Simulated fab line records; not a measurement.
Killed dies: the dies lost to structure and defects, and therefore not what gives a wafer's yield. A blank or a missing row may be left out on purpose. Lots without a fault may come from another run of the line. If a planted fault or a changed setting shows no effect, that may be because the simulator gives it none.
Code-filled problem report in 8D (eight disciplines) form || flow sky130 || the parts of the form that need people (team, actions taken, sign-off) are left out

## 1. WHAT WENT WRONG
Wafers without a fault read 200.4 nm, standard deviation 1.7; cd-nm at SKY_VIA2_CD_MEAS_12 reads a mean of 170.5 nm on 4 wafers belonging to 2 lots. Measured from the usual mean, that is -18 standard deviations.
The step: target cd 200 nm.
Earliest sighting: wafer L452.3 on cd-sem-01 at day 41 19:46. The record holds 18 wafers of 6 lots with a number at this step. The rule behind "out" and "out of limits": a value lying over 4 standard deviations away from the usual mean. The other wafers with a number count as sound.

## 2. WHAT IT IS AND WHAT IT IS NOT
{"question": "which readings at this step", "is": "cd-nm", "is not": "-"}
{"question": "which lots", "is": "L452, L453", "is not": "L438, L441, L457, L458"}
{"question": "which wafers of those lots", "is": "L452.3, L452.6, L453.3, L453.6", "is not": "L452.2, L453.5"}
{"question": "read on which gauges", "is": "cd-sem-01", "is not": "-"}
{"question": "when", "is": "from day 41 19:46", "is not": "up to then (7 sound wafers); but 7 sound wafers of L453, L457, L458 came after"}

## 3. THE SUSPECTS, EACH WITH WHAT RULES IT OUT
Counting: if a tool at a process step up to the reading ran every lot that is out, it stays a suspect. Sound lots after the first of them don't rule it out here, since some wafers of a struck lot are sound.
- the gauge at SKY_VIA2_CD_MEAS_12: kept. All the wafers that are out were read on cd-sem-01, and no step on other tools shows them out.
- cmp-02 at SKY_VIA2_CMP_02 (polishes SiO2): kept. Ran every lot that is out, first one L452 (day 40 18:26); last sound lot up to then L441 (day 37 16:44).
- krf-scanner-02 at SKY_VIA2_EXPOSE_09 (exposes mask VIM2, target cd 200 nm): kept. Ran every lot that is out, first one L452 (day 41 07:12); last sound lot up to then L438 (day 37 09:35).
- Within cmp-02 at SKY_VIA2_CMP_02: the wafers that are out ran in chambers 0, 2, 3; their sound lot-mates ran in chamber 1.
cmp-02 at SKY_VIA2_CMP_02, krf-scanner-02 at SKY_VIA2_EXPOSE_09 and cd-sem-01 at SKY_VIA2_CD_MEAS_12 are what is left after counting.

## 4. THE CAUSE (what the simulator had put in)
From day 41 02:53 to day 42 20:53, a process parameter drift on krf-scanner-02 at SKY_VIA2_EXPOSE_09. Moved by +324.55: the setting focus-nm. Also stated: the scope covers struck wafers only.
After counting, 3 suspects remain, this tool included.

## 5. SEQUENCE OF EFFECTS, ordered by route
Each row: a reading whose mean over the struck wafers that have a number lies more than 3 standard deviations from the usual. Readings are gone through only where the record gives a usual standard deviation; hours: the median, over the lots, of the time from a lot's start at the first step in this table giving one to that lot's start at this step; sigmas: the change measured in usual standard deviations.
{"hours": 0, "step": "SKY_VIA2_CD_MEAS_12", "reading": "cd-nm", "usual": "200.4 nm", "on struck wafers": 170.5, "change": -29.9, "sigmas": -18}
At these later measuring or inspecting steps, every struck wafer for which the step has a row has a number for every such reading, and none has moved that far: SKY_VIA2_OVL_MEAS_13.

## 6. HOW IT WOULD HAVE BEEN CAUGHT EARLIER
Counted from the fault's start at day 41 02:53, it took 17 hours until the first out-of-limits reading at a measuring or inspecting step in this record, taken at day 41 19:46.
All the lots that are out (2) had begun SKY_VIA2_EXPOSE_09 on krf-scanner-02 by day 41 19:46. Had the tool been put on hold then, not one of them would have been saved.
